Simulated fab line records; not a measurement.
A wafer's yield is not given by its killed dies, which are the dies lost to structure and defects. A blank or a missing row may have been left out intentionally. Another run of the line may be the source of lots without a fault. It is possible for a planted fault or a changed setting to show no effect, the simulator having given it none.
Which tool is to blame?    flow sky130    11 lots, 33 wafers sampled, at 4 steps of a route of 708

WHAT EACH GAUGE READ, for each wafer
SKY_CONTACT_THK_MEAS_03.
lot   measured      on             CONTACT_HDPCVD_THK (nm)
L710  day 32 04:59  film-metro-02  685 682 688
L709  day 32 05:59  film-metro-04  688 681 687
L716  day 34 12:11  film-metro-04  567 555 568
L718  day 35 06:43  film-metro-04  561 568 564
L719  day 35 20:53  film-metro-02  577 569 568
L721  day 36 12:40  film-metro-04  559 571 572
L720  day 36 14:26  film-metro-03  560 560 562
L722  day 36 15:11  film-metro-02  581 583 578
L724  day 36 22:09  film-metro-02  572 580 565
L725  day 37 12:40  film-metro-02  559 559 563
L727  day 37 20:15  film-metro-02  575 564 564

WHICH TOOL RAN EACH LOT (tool, then ch and the chambers of the sampled wafers, then the start)
lot   SKY_LI_CONTACT_SPUTTER_19     SKY_LOCAL_INTERCONNECT_ETCH_13     SKY_CONTACT_HDPCVD_02
L710  pvd-sputter-02, day 30 22:58  rie-metal-03 ch 0, day 32 04:06    hdpcvd-02 ch 1,2, day 32 04:55
L709  pvd-sputter-03, day 31 00:24  rie-metal-04 ch 0,1, day 32 05:06  hdpcvd-02 ch 1,2, day 32 05:55
L716  pvd-sputter-01, day 33 08:05  rie-metal-03 ch 0, day 34 11:14    hdpcvd-01 ch 0,1,2, day 34 12:07
L718  pvd-sputter-02, day 34 01:42  rie-metal-04 ch 0,1, day 35 05:50  hdpcvd-01 ch 0,2, day 35 06:37
L719  pvd-sputter-02, day 34 16:11  rie-metal-04 ch 0,1, day 35 19:57  hdpcvd-02 ch 1,2, day 35 20:48
L721  pvd-sputter-02, day 35 08:57  rie-metal-01 ch 0,1, day 36 11:46  hdpcvd-01 ch 0,1, day 36 12:36
L720  pvd-sputter-02, day 35 09:56  rie-metal-03 ch 0,1, day 36 13:31  hdpcvd-01 ch 0,2, day 36 14:21
L722  pvd-sputter-01, day 35 11:11  rie-metal-04 ch 0,1, day 36 14:16  hdpcvd-02 ch 0,1,2, day 36 15:07
L724  pvd-sputter-01, day 35 18:07  rie-metal-04 ch 0,1, day 36 21:14  hdpcvd-02 ch 0,1, day 36 22:04
L725  pvd-sputter-01, day 36 08:58  rie-metal-04 ch 0,1, day 37 11:46  hdpcvd-01 ch 0,2, day 37 12:36
L727  pvd-sputter-02, day 36 15:47  rie-metal-04 ch 0,1, day 37 19:21  hdpcvd-01 ch 1,2, day 37 20:11
- SKY_LI_CONTACT_SPUTTER_19: material Ti, target thk 20 nm, time 106.37 s.
- SKY_LOCAL_INTERCONNECT_ETCH_13: etches BARC in N2/H2, stops on SiO2, time 45.9 s, target depth 60 nm.
- SKY_CONTACT_HDPCVD_02: deposits SiO2, target thk 565 nm, time 94.2 s.

THE ANSWER, worked out from the rows above alone
Rule: what is usual is taken from the lots themselves. The widest of any qualifying gaps counts: lots, ordered by their means at a reading, are off when they make up no more than a third of the lots, leave a main group of 4 or more, and stand apart from it by 3 or more times the standard deviation of that group's means. The tables above print the reading to a certain number of digits; a main group whose means all agree to those digits is not used. A lot without any number at a reading at which 4 lots or more have one is off too. All remaining lots with rows at the step are treated as sound.
Off: at SKY_CONTACT_THK_MEAS_03 (CONTACT_HDPCVD_THK), L710, L709. Main group: mean 568 nm, sd 6.1.
If a tool, at a process step before that reading, ran all the lots that are off and no sound lot after the first of them, it fits. The gauges at SKY_CONTACT_THK_MEAS_03 are tried like those tools. Of those tried, none fits.

WHAT WAS PUT IN BY THE SIMULATOR
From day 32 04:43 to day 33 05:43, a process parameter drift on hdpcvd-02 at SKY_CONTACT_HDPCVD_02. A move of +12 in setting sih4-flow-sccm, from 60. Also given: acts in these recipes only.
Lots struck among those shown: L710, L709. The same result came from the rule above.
